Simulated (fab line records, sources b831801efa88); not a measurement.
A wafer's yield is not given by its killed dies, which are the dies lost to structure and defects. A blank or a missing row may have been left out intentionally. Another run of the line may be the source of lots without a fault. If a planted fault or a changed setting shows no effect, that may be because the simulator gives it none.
Matching of chambers    flow gf180mcu    cmp-01 running GF_STI_CMP_25: 4 sister chambers
The step polishes, stops on Si3N4, t overpolish 33 s, target thk 524.6 nm. 4 wafers are shown with their chamber, then 7 later ones without.

## EACH WAFER AND ITS CHAMBER
wafer   chamber  motor-current-A (A)
L690.5  1        11.5
L691.3  2        11.8
L692.4  0        12.2
L692.5  3        9.4

## WAFERS MISSING THEIR CHAMBER
wafer   motor-current-A (A)
L692.6  12.8
L696.1  11.5
L696.4  11.5
L696.6  11.0
L697.3  10.3
L697.4  11.3
L697.5  11.1

## EACH ONE'S CHAMBER
wafer   from the rows above           in truth
L692.6  can't be placed: 0 or 2 or 1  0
L696.1  can't be placed: 1 or 2 or 0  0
L696.4  can't be placed: 1 or 2 or 0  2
L696.6  can't be placed: 1 or 2 or 0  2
L697.3  can't be placed: 3 or 1 or 2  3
L697.4  can't be placed: 1 or 2 or 0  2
L697.5  can't be placed: 1 or 2 or 0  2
Correctly placed: 0 of 7. Unplaceable from these rows: 7, with the true chamber sitting among the candidates in 7. 0 placed wrongly.
How it was worked out, from the rows above alone: a wafer's distance from a chamber is the root of the sum, over the readings, of the square of ((its reading less the chamber's mean) divided by the reading's scatter). If the next closest chamber is less than 2 further off than the closest, the wafer can't be placed; otherwise it belongs to the closest. The mean given for a chamber averages the wafers shown for that chamber. The scatter (one wafer shown for each chamber): square how far every hidden wafer sits from the nearest shown wafer, average those squares and take the square root.
